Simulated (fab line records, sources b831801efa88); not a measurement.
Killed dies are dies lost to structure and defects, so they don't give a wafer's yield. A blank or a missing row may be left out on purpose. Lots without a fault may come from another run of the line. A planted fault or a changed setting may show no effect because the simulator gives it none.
A struck lot beside a sound one | flow gf180mcu | 15 steps out of a route of 602
Sound: wafers L296.1, L296.3, L296.5. Struck: wafers L315.3, L315.5, L315.6. The cause comes at the end.
At each step with rows: each side's tool, then ch and its chambers, then its first start. Under that, the readings that differ: sound wafers | struck wafers | difference of the means | sigmas: that difference in standard deviations of wafers without a fault.
alike: readings whose means differ by less than 2 such deviations, and words and numbers that are the same on both sides. not compared: withheld readings, readings that some wafer has no value for, bounds like >300 that may hide the same value, and numbers for which the record gives no deviation and whose values overlap.
The two part at a step that has a row with sigmas, a row that says differs or no value, or rows on one side only. Numbers that don't overlap but have no deviation are shown without sigmas and don't part them. A reading that every wafer of one side lacks parts them only if that side has two wafers or more.

GF_HV_LDD_STRIP_37: strips in O2/N2.
  sound on plasma_asher-03 ch 0,1, day 11 16:05; struck on plasma_asher-03 ch 0,1, day 18 00:52
  alike: chamber_pressure_mTorr, drypump_motor_current_A, heater_power_w, n2_flow_sccm, oes_product_au, strip_time_to_endpoint_s
  not compared: rf_hours_counter_h
GF_HV_LDD_TW_MEAS_38:
  sound on film_metro-01, day 11 16:11; struck on film_metro-01, day 18 00:58
  alike: HV_LDD_3_TW
then, 7 steps without rows for these wafers: GF_HV_LDD_DEHYDRATE_39 (time 60 s); GF_HV_LDD_HMDS_40 (prime time 60 s); GF_HV_LDD_COAT_41 (resist thk 1000 nm); GF_HV_LDD_SOFTBAKE_42 (time 60 s); GF_HV_LDD_EXPOSE_43 (exposes mask Pplus HV AREA, target cd 400 nm); GF_HV_LDD_PEB_44; GF_HV_LDD_DEVELOP_45 (develop time 60 s).
GF_HV_LDD_CD_MEAS_46: target cd 400 nm.
  sound on cd_sem-02, day 12 09:35; struck on cd_sem-01, day 19 00:28
  alike: cd_nm
GF_HV_LDD_OVL_MEAS_47:
  sound on overlay-02, day 12 09:43; struck on overlay-02, day 19 00:34
  alike: HV_LDD_03_OVL
then, 1 step without rows for these wafers: GF_HV_LDD_IMPLANT_48.
GF_HV_LDD_STRIP_49: strips in O2/N2.
  sound on plasma_asher-02 ch 1, day 12 09:53; struck on plasma_asher-04 ch 0,1, day 19 00:46
  no value came back on the struck wafers for any of 6 readings (chamber_pressure_mTorr (mTorr), drypump_motor_current_A (A) and others); on the sound wafers chamber_pressure_mTorr (mTorr) reads 1498.3 1502.4 1501.9
  reading                                     | sound | struck         | difference | sigmas
  model.NOVOLAK_of_HV_LDD_COAT_41.thk_nm (nm) | 0 0 0 | 1001 1003 1002 | +1002      |
  not compared: rf_hours_counter_h
GF_HV_LDD_TW_MEAS_50:
  sound on film_metro-03, day 12 09:59; struck on film_metro-01, day 19 00:52
  reading     | sound       | struck      | difference | sigmas
  HV_LDD_4_TW | 560 564 564 | 579 581 577 | +16        | +2
-- the record jumps here: 15 days lie between the struck wafers' starts before and after (it left off in module HV_LDD and takes up again in module PASSIVATION, whose first step shown is number 602 of the route) --
GF_PASSIVATION_PROBE_99:
  the record has rows for the struck wafers here (prober-02, day 34 09:21) and none for the sound ones

WHERE THEY PART
First at GF_HV_LDD_STRIP_49; last, within this record, at GF_PASSIVATION_PROBE_99.

WHY: what the simulator had put in
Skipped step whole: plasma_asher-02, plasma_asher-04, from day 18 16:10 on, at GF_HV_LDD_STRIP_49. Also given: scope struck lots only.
